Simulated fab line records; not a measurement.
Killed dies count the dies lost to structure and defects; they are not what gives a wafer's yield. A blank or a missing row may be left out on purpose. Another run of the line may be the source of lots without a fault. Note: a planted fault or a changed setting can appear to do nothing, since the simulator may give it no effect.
Comparing a struck lot with a sound one :: flow gf180mcu :: 26 out of 602 route steps
Sound: these wafers, L865.1, L865.4, L865.5. Wafers struck: L884.3, L884.4, L884.6. The cause is given at the end.
Per side, at each step with rows, come the tool, then ch with its chambers, and then its first start. Under that, the readings that differ: sound wafers :: struck wafers :: difference of the means :: sigmas: that difference in standard deviations of wafers without a fault.
alike: a reading whose means differ by less than 2 such deviations, as well as words and numbers matching on both sides. not compared: withheld readings; readings where some wafer has no value; bounds like >300 that might hide an equal value; numbers whose values overlap and for which the record gives no deviation.
Wherever a step has rows on one side only, a row that says differs or no value, or a row with sigmas, the two part there. Non-overlapping numbers with no deviation appear without sigmas and do not part them. Lack of a reading on every wafer of one side parts them only where that side has two or more wafers.

first, 6 steps without rows for these wafers: GF_TOP_METAL_HMDS_08 (prime time 60 s); GF_TOP_METAL_COAT_09 (resist thk 1500 nm); GF_TOP_METAL_SOFTBAKE_10 (time 60 s); GF_TOP_METAL_EXPOSE_11 (exposes mask MetalTop, target cd 440 nm); GF_TOP_METAL_PEB_12; GF_TOP_METAL_DEVELOP_13 (develop time 60 s).
GF_TOP_METAL_CD_MEAS_14: target cd 440 nm.
  sound on cd sem-01, day 29 11:55; struck on cd sem-01, day 34 06:22
  alike: cd nm
GF_TOP_METAL_OVL_MEAS_15:
  sound on overlay-01, day 29 12:02; struck on overlay-02, day 34 06:27
  alike: TOP_METAL_OVL
GF_TOP_METAL_METAL_ETCH_16: etches the open film in Cl2/BCl3, stops on SiO2, target depth 1077.5 nm, time 179.6 s.
  sound on rie metal-02 ch 0, day 29 12:04; struck on rie metal-02 ch 0,1, day 34 06:32
  alike: drypump motor current A, oes product au, rf fwd power W, throttle valve pct
  not compared: rf hours counter h
GF_TOP_METAL_STRIP_17: strips in O2/N2.
  sound on plasma asher-03 ch 1, day 29 12:14; struck on plasma asher-01 ch 0,1, day 34 06:41
  alike: drypump motor current A, heater power w, oes product au, platen temp c, strip time to endpoint s
  not compared: rf hours counter h
then, 2 steps without rows for these wafers: GF_TOP_METAL_STRIP_18 (strips in post etch residue remover, time 1200 s); GF_TOP_METAL_CLEAN_19 (cleans in DIW).
GF_PASSIVATION_CVD_00: deposits SiO2 from TEOS, target thk 1000 nm, time 111.95 s.
  sound on pecvd-03 ch 0,2, day 29 12:47; struck on pecvd-02 ch 0,2, day 34 07:11
reading: rf fwd power W (W)
sound: 595.8 600.1 597.8
struck: 832.7 837.7 832.1
difference: +236.3
sigmas: +98

reading: model.SiO2_of_PASSIVATION_CVD_00.thk nm (nm)
sound: 997.6 1003 1008
struck: 1111 1135 1121
difference: +119
sigmas: 
  alike: heater power w
GF_PASSIVATION_THK_MEAS_01:
  sound on film metro-03, day 29 12:52; struck on film metro-01, day 34 07:17
reading: PASSIVATION_CVD_00_THK (nm)
sound: 998 1003 1008
struck: 1111 1135 1121
difference: +119
sigmas: +9
GF_PASSIVATION_CVD_02: deposits Si3N4, target thk 700 nm, time 486.18 s.
  sound on pecvd-02 ch 1,2, day 29 12:55; struck on pecvd-04 ch 0,2, day 34 07:20
  alike: heater power w, rf fwd power W
GF_PASSIVATION_THK_MEAS_03:
  sound on film metro-01, day 29 13:13; struck on film metro-03, day 34 07:38
  alike: PASSIVATION_CVD_02_THK
then, 7 steps without rows for these wafers: GF_PASSIVATION_DEHYDRATE_04 (time 60 s); GF_PASSIVATION_HMDS_05 (prime time 60 s); GF_PASSIVATION_COAT_06 (resist thk 4000 nm); GF_PASSIVATION_SOFTBAKE_07; GF_PASSIVATION_EXPOSE_08 (exposes mask Pad, target cd 40000 nm); GF_PASSIVATION_PEB_09; GF_PASSIVATION_DEVELOP_10 (develop time 60 s).
GF_PASSIVATION_ETCH_11: etches the open film in CF4/O2, stops on TiN, target depth 1800 nm, time 407.7 s.
  sound on rie diel-04 ch 0,2,3, day 30 07:54; struck on rie diel-04 ch 0,1,2, day 34 22:04
reading: oes product au (a.u.)
sound: 0.958 0.961 0.968
struck: 0.997 1.000 0.986
difference: +0.032
sigmas: +5

reading: model.PASSIVATION.feature depth nm (nm)
sound: 1698 1706 1713
struck: 1800 1824 1802
difference: +103
sigmas: 

reading: model.etch.depth nm (nm)
sound: 1698 1706 1713
struck: 1800 1824 1802
difference: +103
sigmas: 
  alike: drypump motor current A, throttle valve pct
  not compared: rf hours counter h
GF_PASSIVATION_STRIP_12: strips in O2/N2.
  sound on plasma asher-04 ch 0, day 30 08:08; struck on plasma asher-01 ch 0,1, day 34 22:20
  alike: drypump motor current A, heater power w, oes product au, platen temp c, strip time to endpoint s
  not compared: rf hours counter h
GF_PASSIVATION_PROBE_99:
  rows exist in the record for the sound wafers here (prober-02, day 30 09:52), none for the struck ones

WHERE THEY PART
Earliest at GF_PASSIVATION_CVD_00; latest, in this record, at GF_PASSIVATION_PROBE_99.

WHY: the cause the simulator had injected
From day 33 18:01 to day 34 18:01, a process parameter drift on pecvd-02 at GF_PASSIVATION_CVD_00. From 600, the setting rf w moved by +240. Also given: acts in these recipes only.
